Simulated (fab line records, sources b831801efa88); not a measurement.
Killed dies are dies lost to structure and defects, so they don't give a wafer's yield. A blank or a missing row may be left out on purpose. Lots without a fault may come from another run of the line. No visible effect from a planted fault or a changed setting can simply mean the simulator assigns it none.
The same fault as seen by 2 desks    flow gf180mcu    each desk holds nothing but its own numbers, with what lay behind them at the end

## METROLOGY DESK
Lot by lot, what the gauges showed, no matter which tool ran the lot: averages of those sampled wafers that carry a number. Marked OUT: a lot whose mean sits more than 4 standard deviations from the usual mean, which makes it out of limits; the brackets give that distance.
Columns: A = cd_nm at GF_M4_CD_MEAS_14, usual 279.8 nm
lot   first seen here  A
L796  day 23 20:23     279.1
L797  day 24 08:33     277.1
L802  day 25 21:26     280.2
L807  day 28 02:37     279.8
L808  day 28 19:11     278.7
L810  day 28 20:13     280.4
L811  day 29 04:25     279.7
L812  day 29 08:53     280.0
L813  day 29 11:58     279.7
L814  day 29 17:58     280.2
L816  day 30 05:43     278.8
L818  day 30 21:48     279.6
This desk's finding: nothing out of limits on any of the 12 lots.

## AT THE TOOL OWNER'S DESK: rie_diel-02
The tool's own readings at GF_V3_ETCH_16 (etches BARC in N2/H2): means of the sampled wafers that have a number, for each lot that ran on this tool. Marked OUT: a lot whose mean sits more than 4 standard deviations from the usual mean, which makes it out of limits; the brackets give that distance.
Columns: A = drypump_motor_current_A at GF_V3_ETCH_16, usual 5.8 A; B = h2_flow_sccm at GF_V3_ETCH_16, usual 200.0 sccm; C = oes_product_au at GF_V3_ETCH_16, usual 0.855 a.u.; D = throttle_valve_pct at GF_V3_ETCH_16, usual 13.225 %
lot   first seen here  A    B      C      D
L796  day 22 19:16     5.9  200.4  0.851  13.221
L802  day 24 22:24     5.9  199.9  0.850  13.227
L813  day 28 15:09     5.7  199.9  0.854  13.231
L814  day 28 21:23     5.7  200.3  0.852  13.212
L816  day 29 09:33     5.7  200.1  0.851  13.217
This desk's finding: nothing out of limits on any of the 5 lots.

## ALL TOGETHER
From the metrology desk's view, nothing was out of limits.
The desk of the tool owner found nothing out of limits.

## WHAT HAD BEEN PUT IN BY THE SIMULATOR
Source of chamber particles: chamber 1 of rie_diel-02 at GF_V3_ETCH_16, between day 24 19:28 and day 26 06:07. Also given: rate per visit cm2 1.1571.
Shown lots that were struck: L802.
